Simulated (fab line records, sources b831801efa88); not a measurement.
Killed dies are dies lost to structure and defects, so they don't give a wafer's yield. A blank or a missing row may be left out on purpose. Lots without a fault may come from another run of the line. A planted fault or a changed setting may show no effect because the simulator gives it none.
Which tool did it? | flow gf180mcu | 12 lots, 36 wafers sampled, at 6 steps of a route of 602

WHAT THE GAUGES READ, wafer by wafer
GF_HV_LDD_OVL_MEAS_32. Usual: HV_LDD_02_OVL 0.6 nm, standard deviation 1.3.
lot  | measured     | on         | HV_LDD_02_OVL (nm) | flag
L452 | day 11 21:50 | overlay-01 | -0.7 0.0 0.1       |
L454 | day 12 11:11 | overlay-01 | -1.1 -2.5 -2.3     |
L456 | day 13 10:16 | overlay-02 | 0.8 -0.4 1.2       |
L457 | day 13 20:56 | overlay-01 | 1.8 3.8 3.0        |
L458 | day 14 03:26 | overlay-02 | 1.2 1.4 1.9        |
L460 | day 14 12:46 | overlay-02 | 2.4 2.5 2.0        |
L462 | day 15 06:44 | overlay-01 | 1.1 2.3 1.7        |
L463 | day 15 14:17 | overlay-01 | -0.3 -0.2 0.1      |
L469 | day 17 11:04 | overlay-01 | 1.5 -0.3 1.1       |
L470 | day 17 20:23 | overlay-02 | 1.6 0.1 2.2        |
L471 | day 18 02:47 | overlay-02 | 0.3 0.0 0.7        |
L474 | day 19 01:10 | overlay-02 | -1.1 -0.1 -1.1     |

GF_HV_LDD_THK_MEAS_55. Usual: HV_LDD_CVD_54_THK 10.04 nm, standard deviation 0.13.
lot  | measured     | on            | HV_LDD_CVD_54_THK (nm) | flag
L452 | day 12 21:39 | film_metro-03 | 9.93 10.00 9.88        |
L454 | day 13 09:17 | film_metro-02 | 10.05 10.13 9.96       |
L456 | day 14 08:55 | film_metro-03 | 10.42 10.26 10.51      |
L457 | day 14 20:11 | film_metro-02 | 9.88 9.95 9.88         |
L458 | day 15 02:45 | film_metro-02 | 10.04 10.00 9.99       |
L460 | day 15 12:31 | film_metro-04 | 9.97 9.87 9.98         |
L462 | day 16 06:54 | film_metro-04 | 10.03 9.99 9.96        |
L463 | day 16 14:34 | film_metro-02 | 9.98 9.98 10.03        |
L469 | day 18 14:00 | film_metro-02 | 9.94 10.02 9.89        |
L470 | day 18 22:52 | film_metro-02 | 9.96 10.10 9.96        |
L471 | day 19 05:04 | film_metro-03 | 10.26 10.22 10.28      |
L474 | day 20 03:38 | film_metro-02 | 10.03 10.10 9.93       |

GF_HV_LDD_THK_MEAS_57. Usual: HV_LDD_CVD_56_THK 90.4 nm, standard deviation 0.67.
lot  | measured     | on            | HV_LDD_CVD_56_THK (nm) | flag
L452 | day 12 23:51 | film_metro-03 | 90.7 90.7 90.9         |
L454 | day 13 10:46 | film_metro-03 | 90.5 90.5 90.1         |
L456 | day 14 11:07 | film_metro-02 | 92.0 91.1 91.9         |
L457 | day 14 21:41 | film_metro-02 | 90.8 90.8 90.9         |
L458 | day 15 04:14 | film_metro-02 | 89.9 89.9 90.6         |
L460 | day 15 14:43 | film_metro-02 | 89.7 89.4 89.8         |
L462 | day 16 08:23 | film_metro-03 | 90.0 89.6 90.3         |
L463 | day 16 16:02 | film_metro-02 | 90.6 90.5 91.4         |
L469 | day 18 15:29 | film_metro-02 | 90.4 90.3 90.5         |
L470 | day 19 00:22 | film_metro-04 | 91.6 91.5 90.7         |
L471 | day 19 06:34 | film_metro-03 | 90.3 90.6 89.8         |
L474 | day 20 05:07 | film_metro-03 | 90.8 90.2 90.7         |

GF_PSD_RS_MEAS_14: measures by four-point-probe. Usual: NSD_RS 46.14 ohm/sq, standard deviation 0.072.
lot  | measured     | on            | NSD_RS (ohm/sq)   | flag
L452 | day 14 16:07 | film_metro-02 | 46.24 46.24 46.24 |
L454 | day 15 04:28 | film_metro-01 | 46.09 46.14 46.15 |
L456 | day 16 06:50 | film_metro-02 | 46.24 46.16 46.15 |
L457 | day 16 18:58 | film_metro-02 | 45.97 45.93 46.03 |
L458 | day 17 01:34 | film_metro-01 | 46.19 46.23 46.11 |
L460 | day 17 11:33 | film_metro-02 | 46.02 46.14 46.14 |
L462 | day 18 08:32 | film_metro-01 | 46.18 46.17 46.23 |
L463 | day 18 14:55 | film_metro-02 | 46.20 46.23 46.10 |
L469 | day 20 16:34 | film_metro-02 | 47.52 47.50 47.54 | OFF
L470 | day 21 01:43 | film_metro-02 | 46.24 46.09 46.15 |
L471 | day 21 07:59 | film_metro-01 | 47.56 47.59 47.53 | OFF
L474 | day 22 04:42 | film_metro-02 | 46.10 46.13 46.07 |

WHICH TOOL RAN EACH LOT (tool, then ch and the chambers of the sampled wafers, then the start)
lot  | GF_NSD_IMPLANT_10               | GF_NSD_STRIP_11
L452 | implanter-01 ch 0, day 13 19:20 | plasma_asher-04 ch 0,1, day 13 19:28
L454 | implanter-02 ch 0, day 14 07:01 | plasma_asher-03 ch 0,1, day 14 07:10
L456 | implanter-03 ch 0, day 15 08:14 | plasma_asher-03 ch 0,1, day 15 08:22
L457 | implanter-03 ch 0, day 15 19:52 | plasma_asher-02 ch 0,1, day 15 20:01
L458 | implanter-01 ch 0, day 16 02:44 | plasma_asher-04 ch 0,1, day 16 02:52
L460 | implanter-02 ch 0, day 16 13:04 | plasma_asher-03 ch 0,1, day 16 13:11
L462 | implanter-02 ch 0, day 17 07:47 | plasma_asher-04 ch 0,1, day 17 07:56
L463 | implanter-03 ch 0, day 17 14:40 | plasma_asher-02 ch 0,1, day 17 14:49
L469 | implanter-01 ch 0, day 19 15:52 | plasma_asher-03 ch 0,1, day 19 16:01
L470 | implanter-02 ch 0, day 20 00:28 | plasma_asher-02 ch 0,1, day 20 00:36
L471 | implanter-01 ch 0, day 20 07:05 | plasma_asher-04 ch 0,1, day 20 07:13
L474 | implanter-03 ch 0, day 21 04:41 | plasma_asher-03 ch 0,1, day 21 04:50
- GF_NSD_IMPLANT_10
- GF_NSD_STRIP_11: strips in O2/N2.

WHAT THE TOOLS THEMSELVES READ (means of the sampled wafers that have a number; where no wafer has one, the mark that the record gives instead)
GF_NSD_IMPLANT_10. Usual: beam_on_s 10.01 s, standard deviation 0.21; end_station_pressure_torr 7.3e-06 Torr, standard deviation 3.9e-07.
lot  | tool         | beam_on_s (s) | end_station_pressure_torr (Torr) | flag
L452 | implanter-01 | 9.91          | 7.5e-06                          |
L454 | implanter-02 | 10.09         | 7.0e-06                          |
L456 | implanter-03 | 9.83          | 7.3e-06                          |
L457 | implanter-03 | 10.02         | 7.5e-06                          |
L458 | implanter-01 | 10.05         | 7.3e-06                          |
L460 | implanter-02 | 10.22         | 7.2e-06                          |
L462 | implanter-02 | 9.95          | 6.9e-06                          |
L463 | implanter-03 | 9.94          | 7.2e-06                          |
L469 | implanter-01 | 9.70          | 7.4e-06                          |
L470 | implanter-02 | 10.07         | 7.4e-06                          |
L471 | implanter-01 | 9.84          | 7.4e-06                          |
L474 | implanter-03 | 10.21         | 7.3e-06                          |

GF_NSD_STRIP_11. Usual: drypump_motor_current_A 5.4 A, standard deviation 0.41; heater_power_w 323 W, standard deviation 27; oes_product_au 0.487 a.u., standard deviation 0.0048; strip_time_to_endpoint_s 22.95 s, standard deviation 0.038.
lot  | tool            | drypump_motor_current_A (A) | heater_power_w (W) | oes_product_au (a.u.) | strip_time_to_endpoint_s (s) | flag
L452 | plasma_asher-04 | 5.3                         | 339                | 0.490                 | 22.90                        |
L454 | plasma_asher-03 | 5.6                         | 297                | 0.490                 | 22.94                        |
L456 | plasma_asher-03 | 5.6                         | 299                | 0.487                 | 22.93                        |
L457 | plasma_asher-02 | 5.8                         | 341                | 0.483                 | 22.98                        |
L458 | plasma_asher-04 | 5.1                         | 332                | 0.489                 | 22.92                        |
L460 | plasma_asher-03 | 5.2                         | 324                | 0.489                 | 22.97                        |
L462 | plasma_asher-04 | 5.3                         | 339                | 0.487                 | 23.00                        |
L463 | plasma_asher-02 | 5.7                         | 326                | 0.486                 | 22.97                        |
L469 | plasma_asher-03 | 5.6                         | 298                | 0.490                 | 22.84                        |
L470 | plasma_asher-02 | 5.8                         | 334                | 0.486                 | 22.93                        |
L471 | plasma_asher-04 | 5.1                         | 333                | 0.485                 | 22.86                        |
L474 | plasma_asher-03 | 5.6                         | 299                | 0.487                 | 22.95                        |

THE ANSWER, worked out from the rows above alone
Rule: a lot is off if the mean of its wafers that have a number lies more than 3 standard deviations from the usual mean. A lot without any number at a reading at which 4 lots or more have one is off too. The other lots that the step has rows for count as sound. The gauges are gone through in route order, then the tools' own readings, and for those a lot's mean is taken as printed above. The first step at which some lot is off is used, and at that step the reading that is off furthest; a lot without a number counts as furthest.
Off: L469, L471, at GF_PSD_RS_MEAS_14 (NSD_RS).
A tool fits if, at a process step before that reading, it ran every lot that is off, and no sound lot after the first of them. The gauges at GF_PSD_RS_MEAS_14 are tried like those tools. One fits: implanter-01 at GF_NSD_IMPLANT_10. Its last sound lot is L458 (day 16 02:44), its first lot that is off L469 (day 19 15:52): a fault that began between those two fits.

WHAT THE SIMULATOR HAD PUT IN
Process parameter drift: implanter-01, from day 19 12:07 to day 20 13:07, at GF_NSD_IMPLANT_10. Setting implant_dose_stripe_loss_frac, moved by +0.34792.
Lots struck among those shown: L469, L471. The rule above found the same.
